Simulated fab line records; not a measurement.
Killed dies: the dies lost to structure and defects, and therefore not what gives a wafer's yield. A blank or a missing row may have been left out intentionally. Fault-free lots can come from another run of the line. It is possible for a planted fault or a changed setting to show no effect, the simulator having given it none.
What tool caused it? -- flow sky130 -- Sampling: 11 lots, 33 wafers, 5 of 708 route steps

== WHAT THE GAUGES READ, wafer by wafer ==
SKY_PWDE_TW_MEAS_10. Usual: PWDE_TW typically reads 375.2, with standard deviation 2.3.
lot,measured,on,PWDE_TW,flag
L529,day 4 02:02,film-metro-01,373.9 371.9 372.7,
L530,day 4 11:08,film-metro-01,372.2 371.9 373.6,
L531,day 4 14:59,film-metro-02,376.3 377.5 375.0,
L534,day 5 05:27,film-metro-04,378.7 375.8 378.4,
L535,day 5 16:20,film-metro-02,376.7 375.9 375.7,
L539,day 6 11:14,film-metro-01,373.7 374.7 372.5,
L541,day 6 21:11,film-metro-02,376.5 373.4 375.1,
L542,day 7 04:40,film-metro-01,374.8 373.8 373.4,
L543,day 7 09:50,film-metro-02,375.2 376.1 373.6,
L550,day 9 06:02,film-metro-04,377.2 375.9 377.0,
L551,day 9 09:28,film-metro-01,374.3 375.1 375.6,

SKY_NWELL_OVL_MEAS_23. Usual: NWELL_01_OVL typically reads -0.6 nm, with standard deviation 1.4.
lot,measured,on,NWELL_01_OVL (nm),flag
L529,day 5 13:15,overlay-01,-0.6 0.1 -1.3,
L530,day 5 23:35,overlay-01,0.0 -0.3 0.5,
L531,day 6 04:11,overlay-01,0.8 -1.2 -0.9,
L534,day 6 19:32,overlay-02,-0.6 0.9 0.3,
L535,day 7 07:17,overlay-01,-1.6 -1.0 -0.7,
L539,day 8 03:11,overlay-01,1.5 0.9 2.4,
L541,day 8 12:47,overlay-02,-1.1 -1.9 -0.6,
L542,day 8 21:41,overlay-02,1.6 0.6 -0.5,
L543,day 9 04:29,overlay-01,1.0 1.0 1.8,
L550,day 11 00:44,overlay-01,-0.2 -0.4 -1.1,
L551,day 11 03:20,overlay-01,-0.8 -1.3 0.0,

SKY_SONOS_ONO_THK_MEAS_01. Usual: SONOS_ONO_OXIDATION_THK typically reads 2.60 nm, with standard deviation 0.049.
lot,measured,on,SONOS_ONO_OXIDATION_THK (nm),flag
L529,day 11 16:02,film-metro-02,2.50 2.47 2.51,
L530,day 12 05:26,film-metro-03,2.60 2.68 2.66,
L531,day 12 13:28,film-metro-04,2.62 2.68 2.56,
L534,day 13 08:09,film-metro-02,2.68 2.72 2.70,
L535,day 14 00:41,film-metro-04,2.58 2.58 2.62,
L539,day 15 00:27,film-metro-02,2.55 2.64 2.60,
L541,day 15 14:23,film-metro-03,2.99 2.92 2.97,OFF
L542,day 16 01:44,film-metro-04,2.61 2.63 2.51,
L543,day 16 08:40,film-metro-04,3.02 3.03 2.97,OFF
L550,day 19 01:10,film-metro-03,2.61 2.64 2.56,
L551,day 19 04:00,film-metro-04,2.66 2.61 2.67,

== WHICH TOOL RAN EACH LOT (tool, then ch and the chambers of the sampled wafers, then the start) ==
lot,SKY_PWDE_STRIP_09,SKY_SONOS_ONO_OXIDATION_00
L529,"plasma-asher-03 ch 0,1, day 4 01:55","furnace-01 ch 0, day 11 14:41"
L530,"plasma-asher-04 ch 0,1, day 4 11:02","furnace-01 ch 0, day 12 04:05"
L531,"plasma-asher-01 ch 0,1, day 4 14:52","furnace-01 ch 0, day 12 12:06"
L534,"plasma-asher-04 ch 0,1, day 5 05:22","furnace-02 ch 0, day 13 06:47"
L535,"plasma-asher-03 ch 0,1, day 5 16:16","furnace-01 ch 0, day 13 23:19"
L539,"plasma-asher-03 ch 0,1, day 6 11:10","furnace-01 ch 0, day 14 23:05"
L541,"plasma-asher-04 ch 0,1, day 6 21:07","furnace-01 ch 0, day 15 13:01"
L542,"plasma-asher-04 ch 0,1, day 7 04:34","furnace-02 ch 0, day 16 00:23"
L543,"plasma-asher-01 ch 0,1, day 7 09:44","furnace-01 ch 0, day 16 07:20"
L550,"plasma-asher-03 ch 0,1, day 9 05:56","furnace-01 ch 0, day 18 23:48"
L551,"plasma-asher-03 ch 0,1, day 9 09:22","furnace-01 ch 0, day 19 02:39"
- SKY_PWDE_STRIP_09: strips in O2/N2.
- SKY_SONOS_ONO_OXIDATION_00: stabilise 600 s, purge 300 s, target thk 2.6 nm.

== WHAT THE TOOLS THEMSELVES READ (means of the sampled wafers that have a number; where no wafer has one, the mark that the record gives instead) ==
SKY_PWDE_STRIP_09. Usual: drypump-motor-current-A 6.0 A, standard deviation 0.52; oes-product-au 0.722 a.u., standard deviation 0.0048; strip-time-to-endpoint-s 36.94 s, standard deviation 0.09.
lot,tool,drypump-motor-current-A (A),oes-product-au (a.u.),strip-time-to-endpoint-s (s),flag
L529,plasma-asher-03,5.9,0.725,36.95,
L530,plasma-asher-04,6.4,0.722,36.87,
L531,plasma-asher-01,5.9,0.721,36.87,
L534,plasma-asher-04,6.4,0.723,36.96,
L535,plasma-asher-03,5.6,0.720,36.92,
L539,plasma-asher-03,5.9,0.721,37.06,
L541,plasma-asher-04,6.5,0.722,36.81,
L542,plasma-asher-04,6.5,0.718,37.03,
L543,plasma-asher-01,5.9,0.729,36.84,
L550,plasma-asher-03,5.9,0.722,36.85,
L551,plasma-asher-03,5.6,0.721,36.99,

SKY_SONOS_ONO_OXIDATION_00. Usual: spike-tc-bottom-C 820.5 C, standard deviation 1.2; spike-tc-centre-C 801.1 C, standard deviation 1.1; spike-tc-lower-C 800.7 C, standard deviation 1; spike-tc-top-C 810.9 C, standard deviation 0.97; spike-tc-upper-C 800.8 C, standard deviation 0.92; tube-center-temp-C 800.01 C, standard deviation 0.062; tube_center_temp_C_max 802.0, standard deviation 0.32; zone-power-top-pct 26.24 %, standard deviation 0.27.
lot,tool,spike-tc-bottom-C (C),spike-tc-centre-C (C),spike-tc-lower-C (C),spike-tc-top-C (C),spike-tc-upper-C (C),tube-center-temp-C (C),tube_center_temp_C_max,zone-power-top-pct (%),flag
L529,furnace-01,821.2,801.4,800.5,811.4,800.9,799.96,802.3,26.23,
L530,furnace-01,822.2,800.3,802.0,811.9,801.2,800.00,802.0,26.19,
L531,furnace-01,821.7,800.3,801.3,810.8,800.9,800.02,801.7,26.31,
L534,furnace-02,820.8,802.3,800.9,811.4,801.4,799.97,801.9,26.19,
L535,furnace-01,819.8,800.3,801.0,810.7,801.1,799.99,802.1,26.38,
L539,furnace-01,821.4,800.8,801.3,810.6,799.7,799.97,802.0,26.15,
L541,furnace-01,829.9,811.0,811.1,821.0,811.6,810.10,812.3,27.18,OFF
L542,furnace-02,819.2,801.1,800.2,810.7,801.6,800.04,802.5,26.29,
L543,furnace-01,831.3,809.8,810.5,820.9,810.7,810.10,812.3,26.82,OFF
L550,furnace-01,820.0,800.9,800.0,811.7,800.2,800.04,802.7,26.62,
L551,furnace-01,820.7,800.5,800.9,810.6,800.7,800.02,802.1,26.38,

== THE ANSWER, worked out from the rows above alone ==
Rule: a lot is off if the mean of its wafers that have a number lies more than 3 standard deviations from the usual mean. Also off: a lot with no number at a reading for which 4 or more lots have one. Any other lot the step has rows for is counted as sound. Order of review: gauges by route order, followed by the tools' own readings, for which a lot's mean as printed above is used. At the first step where some lot is off, the reading lying furthest off is the one used; lots without a number count as furthest.
Off: L541, L543, seen at SKY_SONOS_ONO_THK_MEAS_01 (SONOS_ONO_OXIDATION_THK).
A tool fits if, at a process step before that reading, it ran every lot that is off, and no sound lot after the first of them. The gauges at SKY_SONOS_ONO_THK_MEAS_01 aren't tried: what is off there is off at SKY_SONOS_ONO_OXIDATION_00 too, on other tools, and a gauge's error can't cause that. Of those tried, none fits.

== WHAT THE SIMULATOR HAD PUT IN ==
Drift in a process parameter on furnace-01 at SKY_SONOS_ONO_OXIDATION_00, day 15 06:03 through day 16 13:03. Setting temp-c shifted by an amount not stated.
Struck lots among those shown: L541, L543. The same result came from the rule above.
